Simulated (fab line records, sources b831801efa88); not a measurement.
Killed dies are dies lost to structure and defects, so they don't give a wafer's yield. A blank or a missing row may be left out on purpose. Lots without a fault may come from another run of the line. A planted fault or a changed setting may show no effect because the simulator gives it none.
fab line records | flow gf180mcu
record lots=7 wafers=21 last_day=32
route steps=602 shown HV_LDD@232 NSD@235 PSD@248
lots that met no fault: from a run of the same line without faults
start_h: hours from the record's first day to the start of the lot's first wafer shown | wait_h: hours since the lot's step before | " the same as in the row above | L1.1+2: a row that stands for several wafers | - no value, or no start given | * or withheld: withheld | < > ~ a bound
route shown NAME@n: a module of which the file shows steps, and the number in the route of the first | usual: mean/standard deviation of fault-free wafers | same: alike in all rows | chamber/n: place in a boat | sites: the reading at each site | _std_site: their standard deviation | _edge_site: outer sites' mean less inner sites' | radius_mm: how far each site lies from the wafer's centre | mask NAME#n: copy n | behind: the tool/chamber that last shaped the wafer | hold: why the lot was held/for how many hours/how that ended | device: the transistor (n, p or np) that didn't switch | end of line: the same wafers' tests at the end of the route | a step without rows: its recipe alone | killed: dies lost to structure and defects at the first sort, not the wafer's yield | map: a wafer's dies, x killed, . not, _ none there
set.NAME: the setting as run; set.NAME@STEP: as run at that earlier step | model.NAME: the simulator's own value behind a step, which no gauge read
lots at some steps of the route; a table a step, a row a wafer
services: from which hour (start_h, from the record's first day; less than 0 if before it) a tool's chamber was out of use, for how many hours, and why
## steps
# step GF_HV_LDD_CVD_56
# recipe material=Si3N4 precursor=DCS/NH3 target_thk_nm=90 temp_c=770 time_s=1543 pressure_mtorr=250
# step GF_HV_LDD_THK_MEAS_57
# recipe reads=Si3N4_of_HV_LDD_CVD_56
# usual HV_LDD_CVD_56_THK=89.9/0.81
# columns lot.wafer tool chamber start_h wait_h HV_LDD_CVD_56_THK[nm]
L183.1 film_metro-03 - 277.96 0.0 88.6
L183.3 " - " " 90.0
L183.6 " - " " 88.6
L187.1 film_metro-01 - 306.64 0.0 90.0
L187.2 " - " " 89.7
L187.6 " - " " 89.1
L189.1 film_metro-01 - 339.11 0.0 89.9
L189.3 " - " " 90.1
L189.6 " - " " 89.3
L194.2 film_metro-03 - 374.32 0.0 89.6
L194.5 " - " " 89.6
L194.6 " - " " 89.3
L195.2 film_metro-01 - 383.83 0.0 89.8
L195.3 " - " " 89.6
L195.6 " - " " 89.2
L196.1 film_metro-03 - 392.24 0.0 90.1
L196.4 " - " " 90.6
L196.5 " - " " 90.1
L197.1 film_metro-01 - 393.68 0.0 89.7
L197.4 " - " " 88.8
L197.6 " - " " 89.5
# step GF_HV_LDD_ETCHBACK_58
# recipe chemistry=CH3F/O2 target=Si3N4 stop_on=SiO2 source_w=400 bias_w=80 pressure_mtorr=25 ch3f_flow_sccm=40 O2_flow_sccm=30 time_s=100 target_depth_a=900
# usual drypump_motor_current_A=5.8/0.38 oes_product_au=0.843/0.0059 throttle_valve_pct=10.560/0.0089
# columns lot.wafer tool chamber start_h wait_h drypump_motor_current_A oes_product_au rf_hours_counter_h throttle_valve_pct
L183.1 rie_diel-03 3 278.02 0.1 5.5 0.847 59 10.566
L183.3 " 0 " " 5.5 0.838 92 10.571
L183.6 " 1 " " 5.4 0.831 - 10.558
L187.1 rie_diel-03 2 306.70 0.1 5.7 0.842 122 10.564
L187.2 " 0 " " 5.5 0.843 93 10.563
L187.6 " 3 " " 5.5 0.851 - 10.551
L189.1 rie_diel-03 0 339.17 0.1 5.5 0.843 93 10.559
L189.3 " 1 " " 5.3 0.844 59 10.555
L189.6 " 3 " " 5.6 0.843 - 10.565
L194.2 rie_diel-03 1 374.37 0.0 5.4 0.840 60 10.568
L194.5 " 0 " " 5.5 0.838 - 10.548
L194.6 " 3 " " 5.5 0.841 - 10.566
L195.2 rie_diel-02 2 383.88 0.0 6.0 0.843 0 10.559
L195.3 " 0 " " 5.9 0.840 10 10.556
L195.6 " 2 " " 6.1 0.845 - 10.552
L196.1 rie_diel-02 3 392.30 0.1 6.4 0.839 4 10.555
L196.4 " 2 " " 6.1 0.847 1 10.555
L196.5 " 0 " " 5.9 0.844 - 10.554
L197.1 rie_diel-02 2 393.74 0.1 6.1 0.838 1 10.570
L197.4 " 3 " " 6.5 0.843 5 10.571
L197.6 " 0 " " 5.9 0.841 - 10.559
# step GF_NSD_DEHYDRATE_00
# recipe temp_c=200 time_s=60
# step GF_NSD_HMDS_01
# recipe prime_time_s=60 prime_temp_c=120
# step GF_NSD_COAT_02
# recipe resist=NOVOLAK spin_rpm=3000 resist_thk_nm=1000
# step GF_NSD_SOFTBAKE_03
# recipe temp_c=90 time_s=60 resist=NOVOLAK
# step GF_NSD_EXPOSE_04
# recipe mask_id=Nplus target_cd_nm=400 na=0.6 source_shape=conventional sigma_outer=0.6 dose_mj=140
# step GF_NSD_PEB_05
# recipe temp_c=withheld time_s=* resist=NOVOLAK
# step GF_NSD_DEVELOP_06
# recipe develop_time_s=60 dev_temp_c=23
# step GF_NSD_CD_MEAS_07
# recipe target_cd_nm=400
# usual cd_nm=400.0/2.2
# columns lot.wafer tool chamber start_h wait_h cd_nm
L183.1 cd_sem-02 - 297.48 0.1 398.1
L183.3 " - " " 399.0
L183.6 " - " " 399.6
L187.1 cd_sem-01 - 327.26 0.1 403.5
L187.2 " - " " 400.2
L187.6 " - " " 403.2
L189.1 cd_sem-02 - 360.15 0.1 395.5
L189.3 " - " " 396.5
L189.6 " - " " 395.2
L194.2 cd_sem-01 - 397.10 0.1 399.6
L194.5 " - " " 398.4
L194.6 " - " " 401.8
L195.2 cd_sem-01 - 405.90 0.1 402.6
L195.3 " - " " 400.8
L195.6 " - " " 403.5
L196.1 cd_sem-02 - 414.70 0.1 399.4
L196.4 " - " " 399.2
L196.5 " - " " 399.6
L197.1 cd_sem-02 - 416.83 0.1 404.8
L197.4 " - " " 402.0
L197.6 " - " " 403.1
# step GF_NSD_OVL_MEAS_08
# usual NSD_OVL=-0.3/1.5
# columns lot.wafer tool chamber start_h wait_h NSD_OVL[nm]
L183.1 overlay-02 - 297.60 0.1 -2.8
L183.3 " - " " -2.8
L183.6 " - " " -0.5
L187.1 overlay-01 - 327.38 0.1 1.0
L187.2 " - " " 0.6
L187.6 " - " " -0.9
L189.1 overlay-02 - 360.27 0.1 0.5
L189.3 " - " " 2.1
L189.6 " - " " -0.8
L194.2 overlay-01 - 397.20 0.1 2.2
L194.5 " - " " 0.3
L194.6 " - " " 1.5
L195.2 overlay-01 - 406.00 0.1 -1.7
L195.3 " - " " -2.5
L195.6 " - " " -0.4
L196.1 overlay-02 - 414.82 0.1 -1.0
L196.4 " - " " -1.2
L196.5 " - " " -1.8
L197.1 overlay-01 - 416.95 0.1 0.6
L197.4 " - " " 2.0
L197.6 " - " " -0.8
# step GF_NSD_IMPLANT_09
# recipe species=As energy_kev=60 dose_cm2=4e+15 tilt_deg=7
# usual implant_ion_amu=75/0
# columns lot.wafer tool chamber start_h wait_h implant_ion_amu model.implant.rp_nm model.implant.drp_nm
L183.1 implanter-04 0 297.63 0.0 75 37.08 16.15
L183.3 " 0 " " 75 37.08 16.15
L183.6 " 0 " " 75 37.08 16.15
L187.1 implanter-01 0 327.41 0.0 75 37.96 16.15
L187.2 " 0 " " 75 37.96 16.15
L187.6 " 0 " " 75 37.96 16.15
L189.1 implanter-04 0 360.31 0.0 75 37.54 16.15
L189.3 " 0 " " 75 37.54 16.15
L189.6 " 0 " " 75 37.54 16.15
L194.2 implanter-04 0 397.26 0.0 75 36.53 16.15
L194.5 " 0 " " 75 36.53 16.15
L194.6 " 0 " " 75 36.53 16.15
L195.2 implanter-02 0 406.06 0.0 49 44.3 21.23
L195.3 " 0 " " 49 44.3 21.23
L195.6 " 0 " " 49 44.3 21.23
L196.1 implanter-02 0 414.86 0.0 49 44.75 21.23
L196.4 " 0 " " 49 44.75 21.23
L196.5 " 0 " " 49 44.75 21.23
L197.1 implanter-04 0 416.98 0.0 49 44.59 21.23
L197.4 " 0 " " 49 44.59 21.23
L197.6 " 0 " " 49 44.59 21.23
# step GF_NSD_IMPLANT_10
# recipe species=P energy_kev=40 dose_cm2=5e+14 tilt_deg=7
# step GF_NSD_STRIP_11
# recipe chemistry=O2/N2 power_w=1400 pressure_mtorr=1500 platen_temp_c=250 o2_flow_sccm=3000 n2_flow_sccm=300 overash_fraction=0.5
# usual drypump_motor_current_A=5.8/0.41 heater_power_w=343/47 oes_product_au=0.487/0.0047 strip_time_to_endpoint_s=22.97/0.036
# columns lot.wafer tool chamber start_h wait_h drypump_motor_current_A heater_power_w oes_product_au rf_hours_counter_h strip_time_to_endpoint_s
L183.1 plasma_asher-02 0 297.93 0.1 6.0 403 0.492 20 23.04
L183.3 " 0 " " 5.9 408 0.477 - 23.02
L183.6 " 0 " " 5.9 407 0.485 - 23.01
L187.1 plasma_asher-03 0 327.71 0.1 5.4 338 0.494 70 22.94
L187.2 " 1 " " 5.1 364 0.494 70 22.96
L187.6 " 0 " " 5.4 349 0.485 - 22.96
L189.1 plasma_asher-03 1 360.61 0.1 5.0 359 0.491 74 22.95
L189.3 " 0 " " 5.5 346 0.486 - 22.95
L189.6 " 1 " " 5.1 347 0.487 - 22.96
L194.2 plasma_asher-03 1 397.53 0.1 5.1 358 0.484 78 22.99
L194.5 " 1 " " 5.1 354 0.479 - 23.02
L194.6 " 0 " " 5.4 346 0.492 - 23.02
L195.2 plasma_asher-04 1 406.33 0.1 6.2 275 0.476 74 23.74
L195.3 " 1 " " 6.2 277 0.474 - 23.76
L195.6 " 0 " " 5.6 350 0.468 - 23.74
L196.1 plasma_asher-04 0 415.16 0.1 5.6 339 0.481 75 23.72
L196.4 " 0 " " 5.5 350 0.476 - 23.72
L196.5 " 1 " " 6.2 270 0.468 - 23.70
L197.1 plasma_asher-02 1 417.28 0.1 6.2 289 0.486 33 23.74
L197.4 " 1 " " 6.2 295 0.473 - 23.69
L197.6 " 1 " " 6.2 288 0.481 - 23.71
# step GF_NSD_TW_MEAS_12
# usual NSD_TW=4273/39
# columns lot.wafer tool chamber start_h wait_h NSD_TW
L183.1 film_metro-03 - 298.03 0.1 4296
L183.3 " - " " 4283
L183.6 " - " " 4298
L187.1 film_metro-01 - 327.81 0.1 4286
L187.2 " - " " 4282
L187.6 " - " " 4306
L189.1 film_metro-01 - 360.71 0.1 4307
L189.3 " - " " 4298
L189.6 " - " " 4268
L194.2 film_metro-02 - 397.64 0.1 4236
L194.5 " - " " 4267
L194.6 " - " " 4244
L195.2 film_metro-03 - 406.44 0.1 4200
L195.3 " - " " 4221
L195.6 " - " " 4222
L196.1 film_metro-01 - 415.26 0.1 4251
L196.4 " - " " 4276
L196.5 " - " " 4248
L197.1 film_metro-02 - 417.38 0.1 4153
L197.4 " - " " 4150
L197.6 " - " " 4153
# step GF_PSD_DEHYDRATE_00
# recipe temp_c=200 time_s=60
# step GF_PSD_HMDS_01
# recipe prime_time_s=60 prime_temp_c=120
# step GF_PSD_COAT_02
# recipe resist=NOVOLAK spin_rpm=3000 resist_thk_nm=1000
# step GF_PSD_SOFTBAKE_03
# recipe temp_c=90 time_s=60 resist=NOVOLAK
# step GF_PSD_EXPOSE_04
# recipe mask_id=Pplus target_cd_nm=400 na=0.6 source_shape=conventional sigma_outer=0.6 dose_mj=140
# step GF_PSD_PEB_05
# recipe temp_c=withheld time_s=* resist=NOVOLAK
# step GF_PSD_DEVELOP_06
# recipe develop_time_s=60 dev_temp_c=23
# step GF_PSD_CD_MEAS_07
# recipe target_cd_nm=400
# usual cd_nm=401.0/2.5
# columns lot.wafer tool chamber start_h wait_h cd_nm
L183.1 cd_sem-02 - 317.88 0.1 405.7
L183.3 " - " " 405.4
L183.6 " - " " 404.6
L187.1 cd_sem-01 - 348.50 0.1 400.0
L187.2 " - " " 399.8
L187.6 " - " " 396.2
L189.1 cd_sem-02 - 383.04 0.1 399.8
L189.3 " - " " 400.8
L189.6 " - " " 400.8
L194.2 cd_sem-02 - 420.85 0.1 402.0
L194.5 " - " " 404.3
L194.6 " - " " 401.0
L195.2 cd_sem-01 - 430.17 0.1 399.9
L195.3 " - " " 400.9
L195.6 " - " " 400.0
L196.1 cd_sem-01 - 439.88 0.1 401.7
L196.4 " - " " 403.1
L196.5 " - " " 400.6
L197.1 cd_sem-02 - 441.25 0.1 398.1
L197.4 " - " " 398.9
L197.6 " - " " 400.1
# step GF_PSD_OVL_MEAS_08
# usual PSD_OVL=0.4/1.3
# columns lot.wafer tool chamber start_h wait_h PSD_OVL[nm]
L183.1 overlay-02 - 318.00 0.1 1.6
L183.3 " - " " 0.3
L183.6 " - " " 2.9
L187.1 overlay-01 - 348.62 0.1 -2.0
L187.2 " - " " 0.9
L187.6 " - " " 0.3
L189.1 overlay-01 - 383.16 0.1 -0.6
L189.3 " - " " 1.0
L189.6 " - " " 2.9
L194.2 overlay-01 - 420.95 0.1 2.9
L194.5 " - " " 3.0
L194.6 " - " " 1.9
L195.2 overlay-01 - 430.28 0.1 -0.4
L195.3 " - " " -1.9
L195.6 " - " " -0.6
L196.1 overlay-01 - 440.00 0.1 -0.9
L196.4 " - " " 0.4
L196.5 " - " " 1.9
L197.1 overlay-01 - 441.37 0.1 0.0
L197.4 " - " " 0.0
L197.6 " - " " -0.2
# step GF_PSD_IMPLANT_09
# recipe species=BF2 energy_kev=40 dose_cm2=1.5e+15 tilt_deg=7
# step GF_PSD_STRIP_10
# recipe chemistry=O2/N2 power_w=1400 pressure_mtorr=1500 platen_temp_c=250 o2_flow_sccm=3000 n2_flow_sccm=300 overash_fraction=0.5
# usual drypump_motor_current_A=5.7/0.37 heater_power_w=330/31 oes_product_au=0.592/0.0047 strip_time_to_endpoint_s=16.54/0.042
# columns lot.wafer tool chamber start_h wait_h drypump_motor_current_A heater_power_w oes_product_au rf_hours_counter_h strip_time_to_endpoint_s
L183.1 plasma_asher-01 1 318.18 0.1 6.0 354 0.601 50 16.60
L183.3 " 0 " " 5.7 317 0.592 - 16.58
L183.6 " 1 " " 5.9 362 0.590 - 16.57
L187.1 plasma_asher-01 0 348.81 0.1 5.7 300 0.590 53 16.58
L187.2 " 1 " " 6.0 355 0.587 53 16.55
L187.6 " 0 " " 5.7 319 0.587 - 16.55
L189.1 plasma_asher-01 1 383.35 0.1 6.0 355 0.594 57 16.56
L189.3 " 1 " " 6.0 352 0.597 - 16.54
L189.6 " 0 " " 5.7 305 0.588 - 16.57
L194.2 plasma_asher-03 1 421.13 0.1 5.1 355 0.595 80 16.50
L194.5 " 0 " " 5.4 349 0.602 - 16.48
L194.6 " 1 " " 5.1 361 0.589 - 16.48
L195.2 plasma_asher-04 0 430.46 0.1 5.6 348 0.594 0 16.59
L195.3 " 0 " " 5.5 351 0.593 - 16.54
L195.6 " 0 " " 5.5 349 0.593 - 16.55
L196.1 plasma_asher-03 1 440.18 0.1 5.1 352 0.594 82 16.53
L196.4 " 1 " " 5.1 354 0.582 - 16.53
L196.5 " 1 " " 5.1 356 0.589 - 16.53
L197.1 plasma_asher-01 0 441.56 0.1 5.7 317 0.595 63 16.55
L197.4 " 1 " " 6.0 343 0.597 - 16.60
L197.6 " 1 " " 6.0 357 0.592 - 16.58
# step GF_PSD_TW_MEAS_11
# usual PSD_TW=3192/24
# columns lot.wafer tool chamber start_h wait_h PSD_TW
L183.1 film_metro-01 - 318.28 0.1 3228
L183.3 " - " " 3226
L183.6 " - " " 3204
L187.1 film_metro-03 - 348.91 0.1 3183
L187.2 " - " " 3198
L187.6 " - " " 3207
L189.1 film_metro-01 - 383.45 0.1 3220
L189.3 " - " " 3235
L189.6 " - " " 3219
L194.2 film_metro-03 - 421.24 0.1 3197
L194.5 " - " " 3212
L194.6 " - " " 3179
L195.2 film_metro-02 - 430.57 0.1 3150
L195.3 " - " " 3145
L195.6 " - " " 3131
L196.1 film_metro-03 - 440.28 0.1 3186
L196.4 " - " " 3185
L196.5 " - " " 3197
L197.1 film_metro-02 - 441.66 0.1 3176
L197.4 " - " " 3166
L197.6 " - " " 3182
# step GF_PSD_CLEAN_12
# recipe chemistry=SC1/SC2 mix=1:4:20 temp_c=70 time_s=150 dry=n2_spin
# step GF_PSD_RTA_13
# recipe temp_c=1025 time_s=20 ambient=N2
# usual lamp_power_pct=34.1/0.78 wafer_temp_C_max=1028.9/1.3
# columns lot.wafer tool chamber start_h wait_h lamp_power_pct wafer_temp_C_max
L183.1 rtp_anneal-02 0 318.40 0.0 35.0 1029.4
L183.3 " 0 " " 35.0 1029.1
L183.6 " 0 " " 35.0 1030.2
L187.1 rtp_anneal-01 0 349.03 0.0 33.4 1028.2
L187.2 " 0 " " 33.5 1028.4
L187.6 " 0 " " 33.5 1027.7
L189.1 rtp_anneal-01 0 383.56 0.0 33.5 1028.3
L189.3 " 0 " " 33.5 1027.2
L189.6 " 0 " " 33.5 1028.0
L194.2 rtp_anneal-02 0 421.36 0.0 35.0 1029.3
L194.5 " 0 " " 35.0 1030.1
L194.6 " 0 " " 35.0 1028.5
L195.2 rtp_anneal-02 0 430.70 0.0 35.1 1032.2
L195.3 " 0 " " 35.0 1029.0
L195.6 " 0 " " 35.0 1030.0
L196.1 rtp_anneal-01 0 440.39 0.0 33.5 1027.2
L196.4 " 0 " " 33.5 1028.1
L196.5 " 0 " " 33.5 1027.6
L197.1 rtp_anneal-02 0 441.82 0.0 35.1 1030.3
L197.4 " 0 " " 35.0 1029.8
L197.6 " 0 " " 35.1 1031.1
# step GF_PSD_RS_MEAS_14
# recipe thk_meas_gauge=four-point-probe
# usual NSD_RS=46.10/0.079
# columns lot.wafer tool chamber start_h wait_h NSD_RS[ohm/sq]
L183.1 film_metro-01 - 318.48 0.1 46.09
L183.3 " - " " 46.24
L183.6 " - " " 46.06
L187.1 film_metro-02 - 349.11 0.1 46.14
L187.2 " - " " 46.11
L187.6 " - " " 46.10
L189.1 film_metro-03 - 383.64 0.1 46.04
L189.3 " - " " 45.99
L189.6 " - " " 46.05
L194.2 film_metro-03 - 421.45 0.1 46.03
L194.5 " - " " 46.02
L194.6 " - " " 46.14
L195.2 film_metro-02 - 430.86 0.1 -
L195.3 " - " " -
L195.6 " - " " -
L196.1 film_metro-01 - 440.47 0.1 -
L196.4 " - " " -
L196.5 " - " " -
L197.1 film_metro-01 - 441.90 0.1 -
L197.4 " - " " -
L197.6 " - " " -
# step GF_PSD_RS_MEAS_15
# recipe thk_meas_gauge=four-point-probe
# usual PSD_RS=108.49/0.26
# columns lot.wafer tool chamber start_h wait_h PSD_RS[ohm/sq]
L183.1 film_metro-01 - 318.60 0.1 108.22
L183.3 " - " " 108.50
L183.6 " - " " 108.47
L187.1 film_metro-02 - 349.23 0.1 108.22
L187.2 " - " " 108.45
L187.6 " - " " 108.57
L189.1 film_metro-03 - 383.76 0.1 107.95
L189.3 " - " " 108.39
L189.6 " - " " 108.26
L194.2 film_metro-03 - 421.57 0.1 108.38
L194.5 " - " " 108.50
L194.6 " - " " 108.82
L195.2 film_metro-02 - 430.98 0.1 108.43
L195.3 " - " " 108.30
L195.6 " - " " 108.87
L196.1 film_metro-01 - 440.59 0.1 108.58
L196.4 " - " " 108.50
L196.5 " - " " 108.65
L197.1 film_metro-01 - 442.02 0.1 108.28
L197.4 " - " " 108.35
L197.6 " - " " 108.47
## services
# columns tool chamber start_h hours kind
plasma_asher-04 - 261.45 0.7 repair
plasma_asher-04 - 276.04 14.6 pm
implanter-01 - 310.66 1.8 repair
implanter-01 - 318.65 1.7 repair
plasma_asher-01 - 331.19 2.1 repair
rie_diel-02 1 337.63 5.4 repair
rie_diel-02 2 346.23 - clean
rie_diel-02 2 346.23 24.4 scheduled_down
rie_diel-02 2 346.23 24.4 vent_cycle
rie_diel-03 2 350.04 - clean
rie_diel-03 2 350.04 20.2 scheduled_down
rie_diel-03 2 350.04 20.2 vent_cycle
rie_diel-03 3 393.08 9.4 repair
implanter-01 - 397.16 6.8 repair
rie_diel-03 - 413.79 0.4 repair
implanter-01 - 416.31 4.1 repair
plasma_asher-04 - 421.25 9.0 pm
plasma_asher-04 0 421.25 9.0 vent_cycle
plasma_asher-04 1 421.25 9.0 vent_cycle
plasma_asher-04 - 426.43 3.5 repair
plasma_asher-04 0 430.25 - clean
plasma_asher-04 1 430.25 - clean
plasma_asher-04 - 434.65 13.0 repair
## key
first_sign step=GF_NSD_IMPLANT_09 reading=implant_ion_amu direction=down sigmas=99+ usual=75 struck=49
effect step=GF_NSD_STRIP_11 reading=strip_time_to_endpoint_s direction=up sigmas=21 usual=* struck=*
effect step=GF_NSD_TW_MEAS_12 reading=NSD_TW direction=down sigmas=1.7 usual=4273 struck=4208
effect step=GF_PSD_RS_MEAS_14 reading=NSD_RS direction=missing
model_effect step=GF_NSD_IMPLANT_09 value=implant.rp_nm without=37.25 struck=44.54
met_at GF_NSD_IMPLANT_09
struck_wafers L195.2,L195.3,L195.6,L196.1,L196.4,L196.5,L197.1,L197.4,L197.6
sort_left_out L195.2,L195.3,L195.6,L196.1,L196.4,L196.5,L197.1,L197.4,L197.6
tester_left_out L195,L196,L197
onset_between 397.26 406.06
fault kind=wrong_recipe_download tool=implanter-01,implanter-02,implanter-04 chamber=- onset_h=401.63 steps=GF_NSD_IMPLANT_09 wrong_recipe.not_listed=1
# tester_left_out: of these lots the tester's yield and bins aren't shown, on N5 and GAA mostly nor the transistor test; their killed dies are dies lost to structure and defects alone, not to doping, threshold or leakage, so they don't give the yield
# sort_left_out: the simulated sort isn't trusted on such a fault, so these wafers' sort isn't shown, and their yield isn't known
